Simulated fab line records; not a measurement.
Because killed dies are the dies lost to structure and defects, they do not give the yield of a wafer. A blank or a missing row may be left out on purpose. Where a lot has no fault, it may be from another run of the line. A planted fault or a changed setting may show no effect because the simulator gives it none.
Comparing a struck lot with a sound one	flow sky130	35 steps out of a route of 708
Sound: wafers L397.2, L397.3, L397.4. Struck: wafer L408.5 (left out: L408.3, a lot-mate that was not struck); the cause follows at the end.
For every step that has rows: the tool of each side, followed by ch and its chambers, followed by its first start. Under that, the readings that differ: sound wafers	struck wafers	difference of the means	sigmas: that difference in standard deviations of wafers without a fault.
alike: readings whose means differ by less than 2 such deviations, and words and numbers that are the same on both sides. not compared: withheld readings, readings that some wafer has no value for, bounds like >300 that may hide the same value, and numbers for which the record gives no deviation and whose values overlap.
The two part at a step that has a row with sigmas, a row that says differs or no value, or rows on one side only. Numbers that have no deviation but don't overlap get no sigmas and don't part them. A reading that every wafer of one side lacks parts them only if that side has two wafers or more.

SKY_SD_P_CD_MEAS_07: target cd 380 nm.
  sound on cd sem-02 at day 27 23:32; struck on cd sem-02 at day 31 16:54
  alike: cd nm
SKY_SD_P_OVL_MEAS_08:
  sound on overlay-02 at day 27 23:38; struck on overlay-02 at day 31 17:00
  alike: SD_P_OVL
after that, 1 step had no rows for these wafers: SKY_SD_P_IMPLANT_09.
SKY_SD_P_STRIP_10: strips in O2/N2.
  sound on plasma asher-04 ch 0,1, day 27 23:49; struck on plasma asher-02 ch 1, day 31 17:13
  alike: drypump motor current A, oes product au, strip time to endpoint s
  not compared: rf hours counter h
SKY_SD_P_TW_MEAS_11:
  sound on film metro-02 at day 27 23:56; struck on film metro-04 at day 31 17:18
  alike: SD_P_TW
then, 7 steps without rows for these wafers: SKY_RES_XHIGH_DEHYDRATE_00 (time 60 s); SKY_RES_XHIGH_HMDS_01 (prime time 60 s); SKY_RES_XHIGH_COAT_02 (resist thk 1140 nm); SKY_RES_XHIGH_SOFTBAKE_03 (time 60 s); SKY_RES_XHIGH_EXPOSE_04 (exposes mask URPM, target cd 1270 nm); SKY_RES_XHIGH_PEB_05; SKY_RES_XHIGH_DEVELOP_06 (develop time 60 s).
SKY_RES_XHIGH_IMPLANT_07:
  sound on implanter-04 ch 0, day 29 04:23; struck on implanter-03 ch 0, day 32 20:22
reading	sound	struck	difference	sigmas
beam on s (s)	37.2 37.9 38.3	31.5	-6.3	-4
faraday current uA	546 535 527	647	+111	+4
SKY_RES_XHIGH_STRIP_08: strips in O2/N2.
  sound on plasma asher-03 ch 0,1, day 29 04:31; struck on plasma asher-01 ch 0, day 32 20:30
  alike: drypump motor current A, oes product au, strip time to endpoint s
  not compared: rf hours counter h
SKY_RES_XHIGH_TW_MEAS_09:
  sound on film metro-02 at day 29 04:37; struck on film metro-04 at day 32 20:35
reading	sound	struck	difference	sigmas
RES_XHIGH_TW	1652 1647 1650	1524	-126	-8
then, 7 steps without rows for these wafers: SKY_SD_N_DEHYDRATE_00 (time 60 s); SKY_SD_N_HMDS_01 (prime time 60 s); SKY_SD_N_COAT_02 (resist thk 1140 nm); SKY_SD_N_SOFTBAKE_03 (time 60 s); SKY_SD_N_EXPOSE_04 (exposes mask NSDM, target cd 380 nm); SKY_SD_N_PEB_05; SKY_SD_N_DEVELOP_06 (develop time 60 s).
SKY_SD_N_CD_MEAS_07: target cd 380 nm.
  sound on cd sem-02 at day 30 08:14; struck on cd sem-01 at day 33 23:03
  alike: cd nm
SKY_SD_N_OVL_MEAS_08:
  sound on overlay-02 at day 30 08:20; struck on overlay-02 at day 33 23:08
  alike: SD_N_OVL
then, 2 steps without rows for these wafers: SKY_SD_N_IMPLANT_09; SKY_SD_N_IMPLANT_10.
SKY_SD_N_STRIP_11: strips in O2/N2.
  sound on plasma asher-01 ch 0,1, day 30 08:40; struck on plasma asher-01 ch 1, day 33 23:30
  alike: drypump motor current A, oes product au, strip time to endpoint s
  not compared: rf hours counter h
SKY_SD_N_TW_MEAS_12:
  sound on film metro-02 at day 30 08:47; struck on film metro-04 at day 33 23:35
reading	sound	struck	difference	sigmas
SD_N_TW	3984 4003 3986	3899	-92	-3
then, 1 step without rows for these wafers: SKY_SD_N_CLEAN_13 (cleans in SC1/SC2, time 150 s).
SKY_SD_N_RTA_14: time 2 s.
  sound on rtp anneal-01 ch 0, day 30 08:53; struck on rtp anneal-02 ch 0, day 33 23:41
  alike: lamp power pct, wafer_temp_C_max
SKY_SD_N_RS_MEAS_16: measurement is done with a four-point probe.
  sound on film metro-01 at day 30 09:05; struck on film metro-01 at day 33 23:53
  alike: SD_N_RS
SKY_SD_N_RS_MEAS_17: measurement is done with a four-point probe.
  sound on film metro-01 at day 30 09:12; struck on film metro-01 at day 34 00:01
  alike: SD_P_RS
SKY_SD_N_RS_MEAS_18: measurement is done with a four-point probe.
  sound on film metro-01 at day 30 09:19; struck on film metro-01 at day 34 00:08
reading	sound	struck	difference	sigmas
RES_XHIGH_RS (ohm/sq)	332.9 331.6 334.0	388.2	+55.4	+50
then, 1 step without rows for these wafers: SKY_SALICIDE_CLEAN_00 (cleans in HF-last, time 30 s).
-- the record jumps here: 16 days lie between the struck wafers' starts before and after (it left off in module SALICIDE and takes up again in module PAD_OPEN, whose first step shown is number 708 of the route) --
SKY_PAD_OPEN_PROBE_99:
  sound on prober-02 at day 47 12:31; struck on prober-01 at day 50 00:23
reading	sound	struck	difference	sigmas
killed_at_M0_to_M3	52 57	38	-16	-3
killed at contacts	37 32	15	-20	-4
killed dies	113 112	72	-40	-4
killed open	73 51	38	-24	-3
killed short	40 61	34	-16	-3
model.etest.res xhigh po.line ohm um	5942 5697	8147	+2328	
model.etest.res xhigh po.rs ohm sq	2062 1999	2863	+832	
model.etest.res xhigh po.rs ohm sq range	76 67.03	252.2	+180.7	
model.etest.res xhigh po.rs ohm sq rim less centre	43.09 55.37	226.6	+177.4	
  alike: killed_at_M4_up, killed at front end, killed at other

== WHERE THEY PART ==
At SKY_RES_XHIGH_IMPLANT_07 first; at SKY_PAD_OPEN_PROBE_99 last (within this record only).

WHY: what had been put in by the simulator
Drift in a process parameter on implanter-03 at SKY_RES_XHIGH_IMPLANT_07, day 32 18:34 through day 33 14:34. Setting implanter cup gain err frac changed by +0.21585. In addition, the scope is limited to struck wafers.
